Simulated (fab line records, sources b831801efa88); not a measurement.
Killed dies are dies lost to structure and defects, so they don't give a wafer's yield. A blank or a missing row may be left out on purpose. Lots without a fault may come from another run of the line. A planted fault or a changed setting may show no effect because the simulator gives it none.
Which tool did it? | flow gf180mcu | 12 lots, 36 wafers sampled, at 1 step of a route of 602

WHAT THE GAUGES READ, wafer by wafer
GF_STI_THK_MEAS_30.
lot  | measured    | on            | STI_OXIDATION_02_THK (nm)
L075 | day 2 11:34 | film_metro-03 | 9.72 9.63 9.58
L077 | day 2 23:33 | film_metro-01 | 9.92 10.04 9.99
L079 | day 3 07:31 | film_metro-01 | 9.90 9.83 9.80
L081 | day 3 17:31 | film_metro-01 | 9.78 9.66 9.54
L083 | day 4 05:36 | film_metro-03 | 9.39 9.56 9.49
L085 | day 4 15:10 | film_metro-03 | 9.76 9.97 9.66
L087 | day 5 00:23 | film_metro-03 | 9.75 9.85 9.72
L089 | day 5 12:26 | film_metro-04 | 9.90 9.63 9.86
L091 | day 5 22:37 | film_metro-03 | 9.99 9.91 9.98
L093 | day 6 08:37 | film_metro-03 | 10.09 10.10 10.30
L095 | day 6 18:31 | film_metro-04 | 9.85 10.16 10.10
L097 | day 7 04:27 | film_metro-04 | 10.02 9.85 9.73

WHICH TOOL RAN EACH LOT (tool, then ch and the chambers of the sampled wafers, then the start)
The record holds no process step before these readings.

THE ANSWER, worked out from the rows above alone
Rule: what is usual is taken from the lots themselves. Put in order of their means at a reading, lots are off if they are a third of the lots or fewer, leave a main group of 4 or more, and stand apart from it by a gap of 3 or more times the standard deviation of the main group's means; of several such gaps the widest counts. A main group whose means are all the same, to the digits that the tables above print for the reading, isn't used. A lot without any number at a reading at which 4 lots or more have one is off too. The other lots that the step has rows for count as sound.
No lot is off at any reading shown: from this, nothing can be told.

WHAT THE SIMULATOR HAD PUT IN
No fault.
